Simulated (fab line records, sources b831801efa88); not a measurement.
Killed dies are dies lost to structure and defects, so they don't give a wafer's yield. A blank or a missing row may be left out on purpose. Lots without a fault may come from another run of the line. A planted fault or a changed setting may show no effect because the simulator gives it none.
A struck lot beside a sound one | flow sky130 | 44 steps out of a route of 708
Sound: wafers L817.2, L817.3, L817.5. Struck: wafer L831.6. (L831.1, L831.2 of the same lot were not struck and are left out.) The cause comes at the end.
At each step with rows: each side's tool, then ch and its chambers, then its first start. Under that, the readings that differ: sound wafers | struck wafers | difference of the means | sigmas: that difference in standard deviations of wafers without a fault.
alike: readings whose means differ by less than 2 such deviations, and words and numbers that are the same on both sides. not compared: withheld readings, readings that some wafer has no value for, bounds like >300 that may hide the same value, and numbers for which the record gives no deviation and whose values overlap.
The two part at a step that has a row with sigmas, a row that says differs or no value, or rows on one side only. Numbers that don't overlap but have no deviation are shown without sigmas and don't part them. A reading that every wafer of one side lacks parts them only if that side has two wafers or more.

first, 4 steps without rows for these wafers: SKY_VIA2_STRIP_17 (strips in post etch residue remover, time 1200 s); SKY_VIA2_CLEAN_18 (cleans in IPA, time 180 s); SKY_VIA2_CLEAN_19 (cleans in O3/DIW); SKY_VIA2_SPUTTER_20 (material TiN, target thk 20 nm, time 80 s).
SKY_VIA2_CVD_21: deposits W, target thk 420 nm, time 126.4 s.
  sound on cvd_w-02 ch 0,1, day 36 07:28; struck on cvd_w-02 ch 1, day 40 10:55
  alike: heater_power_w
SKY_VIA2_RS_MEAS_22: measures by four-point-probe.
  sound on film_metro-01, day 36 07:37; struck on film_metro-03, day 40 11:03
  alike: VIA2_W_RS
SKY_VIA2_THK_MEAS_23: measures by xrf.
  sound on film_metro-01, day 36 07:43; struck on film_metro-03, day 40 11:10
  reading         | sound       | struck | difference | sigmas
  VIA2_W_THK (nm) | 427 428 428 | 415    | -13        | -2
SKY_VIA2_CMP_24: polishes, stops on SiO2, t overpolish 20 s, target thk 0 nm.
  sound on cmp-01 ch 0,1, day 36 07:46; struck on cmp-01 ch 2, day 40 11:14
  alike: motor_current_A, overpolish_run_s, time_to_endpoint_s
SKY_METAL3_SPUTTER_00: material Ti, target thk 15 nm, time 10 s.
  sound on pvd_sputter-04, day 36 08:04; struck on pvd_sputter-02, day 40 11:32
  alike: cathode_dc_power_W, throttle_valve_pct
then, 1 step without rows for these wafers: SKY_METAL3_SPUTTER_01 (material TiN, target thk 20 nm, time 16.7 s).
SKY_METAL3_SPUTTER_02: material AlCu, target thk 735 nm, time 39.1 s.
  sound on pvd_sputter-04, day 36 08:07; struck on pvd_sputter-02, day 40 11:35
  alike: cathode_dc_power_W, throttle_valve_pct
then, 1 step without rows for these wafers: SKY_METAL3_SPUTTER_03 (material Ti, target thk 5 nm, time 3.3 s).
SKY_METAL3_SPUTTER_04: material TiN, target thk 70 nm, time 58.3 s.
  sound on pvd_sputter-04, day 36 08:10; struck on pvd_sputter-02, day 40 11:38
  reading                                    | sound             | struck | difference | sigmas
  model.TiN_of_METAL3_SPUTTER_04.thk_nm (nm) | 70.56 70.04 70.38 | 36.07  | -34.26     |
  alike: cathode_dc_power_W, throttle_valve_pct
then, 1 step without rows for these wafers: SKY_CAPM_CVD_00 (deposits SiO2, target thk 15.5 nm).
SKY_CAPM_THK_MEAS_01:
  sound on film_metro-04, day 36 08:15; struck on film_metro-01, day 40 11:43
  alike: CAPM_CVD_00_THK
then, 1 step without rows for these wafers: SKY_CAPM_SPUTTER_02 (material TiN, target thk 200 nm, time 166.7 s).
SKY_CAPM_RS_MEAS_03: measures by four-point-probe.
  sound on film_metro-02, day 36 08:26; struck on film_metro-02, day 40 11:53
  alike: CAPM_TIN_RS
SKY_CAPM_THK_MEAS_04: measures by xrf.
  sound on film_metro-02, day 36 08:32; struck on film_metro-02, day 40 12:00
  reading           | sound             | struck | difference | sigmas
  CAPM_TIN_THK (nm) | 203.9 205.7 205.0 | 200.0  | -4.9       | -2
then, 7 steps without rows for these wafers: SKY_CAPM_DEHYDRATE_05 (time 60 s); SKY_CAPM_HMDS_06 (prime time 60 s); SKY_CAPM_COAT_07 (resist thk 1140 nm); SKY_CAPM_SOFTBAKE_08 (time 60 s); SKY_CAPM_EXPOSE_09 (exposes mask CAPM, target cd 1000 nm); SKY_CAPM_PEB_10; SKY_CAPM_DEVELOP_11 (develop time 60 s).
SKY_CAPM_OVL_MEAS_12:
  sound on overlay-01, day 37 10:18; struck on overlay-02, day 41 12:02
  alike: CAPM_OVL
then, 1 step without rows for these wafers: SKY_CAPM_METAL_ETCH_13 (etches TiN in Cl2/BCl3, stops on SiO2, target depth 220 nm, time 62.9 s).
SKY_CAPM_STRIP_14: strips in O2/N2.
  sound on plasma_asher-01 ch 0,1, day 37 10:25; struck on plasma_asher-04 ch 0, day 41 12:10
  reading               | sound             | struck | difference | sigmas
  oes_product_au (a.u.) | 0.706 0.715 0.704 | 0.722  | +0.014     | +3
  alike: drypump_motor_current_A, strip_time_to_endpoint_s
  not compared: rf_hours_counter_h
then, 11 steps without rows for these wafers: SKY_CAPM_STRIP_15 (strips in post etch residue remover, time 1200 s); SKY_CAPM_CLEAN_16 (cleans in IPA, time 180 s); SKY_CAPM_CLEAN_17 (cleans in O3/DIW); SKY_METAL3_DEHYDRATE_05 (time 60 s); SKY_METAL3_HMDS_06 (prime time 60 s); SKY_METAL3_COAT_07 (resist thk 60 nm); SKY_METAL3_COAT_08 (resist thk 1140 nm); SKY_METAL3_SOFTBAKE_09 (time 90 s); SKY_METAL3_EXPOSE_10 (exposes mask MM3, target cd 300 nm); SKY_METAL3_PEB_11; SKY_METAL3_DEVELOP_12 (develop time 60 s).
SKY_METAL3_CD_MEAS_13: target cd 300 nm.
  sound on cd_sem-02, day 38 12:01; struck on cd_sem-01, day 42 12:32
  alike: cd_nm
SKY_METAL3_OVL_MEAS_14:
  sound on overlay-02, day 38 12:07; struck on overlay-01, day 42 12:40
  reading         | sound  | struck | difference | sigmas
  METAL3_OVL (nm) | 9 15 5 | 0      | -10        | -2
then, 1 step without rows for these wafers: SKY_METAL3_DESCUM_15 (chemistry O2, time 8 s).
SKY_METAL3_METAL_ETCH_18: etches the open film in Cl2/BCl3, stops on SiO2, target depth 845 nm, time 183.1 s.
  sound on rie_metal-02 ch 0,1, day 38 12:18; struck on rie_metal-03 ch 1, day 42 12:51
  reading               | sound             | struck | difference | sigmas
  oes_product_au (a.u.) | 0.869 0.868 0.876 | 0.844  | -0.027     | -4
  alike: drypump_motor_current_A, throttle_valve_pct
  not compared: rf_hours_counter_h
-- the record jumps here: 7 days lie between the struck wafers' starts before and after (it left off in module METAL3 and takes up again in module PAD_OPEN, whose first step shown is number 708 of the route) --
SKY_PAD_OPEN_PROBE_99:
  sound on prober-02, day 45 18:35; struck on prober-01, day 49 02:19
  reading                       | sound             | struck | difference | sigmas
  model.etest.via3_chain.rc_ohm | 9.506 10.13 9.586 | 8.618  | -1.123     |
  alike: defect_limited_yield, killed_at_M0_to_M3, killed_at_M4_up, killed_at_contacts, killed_at_front_end, killed_at_other, killed_dies, killed_open, killed_short, sort_bin_3_pad_short, sort_bin_5_function, sort_bin_6_memory, sort_n_pass, sort_yield_pct

WHERE THEY PART
First at SKY_VIA2_THK_MEAS_23; last, within this record, at SKY_METAL3_METAL_ETCH_18. Later steps at which nothing parts them and some readings are alike: SKY_PAD_OPEN_PROBE_99.

WHY: what the simulator had put in
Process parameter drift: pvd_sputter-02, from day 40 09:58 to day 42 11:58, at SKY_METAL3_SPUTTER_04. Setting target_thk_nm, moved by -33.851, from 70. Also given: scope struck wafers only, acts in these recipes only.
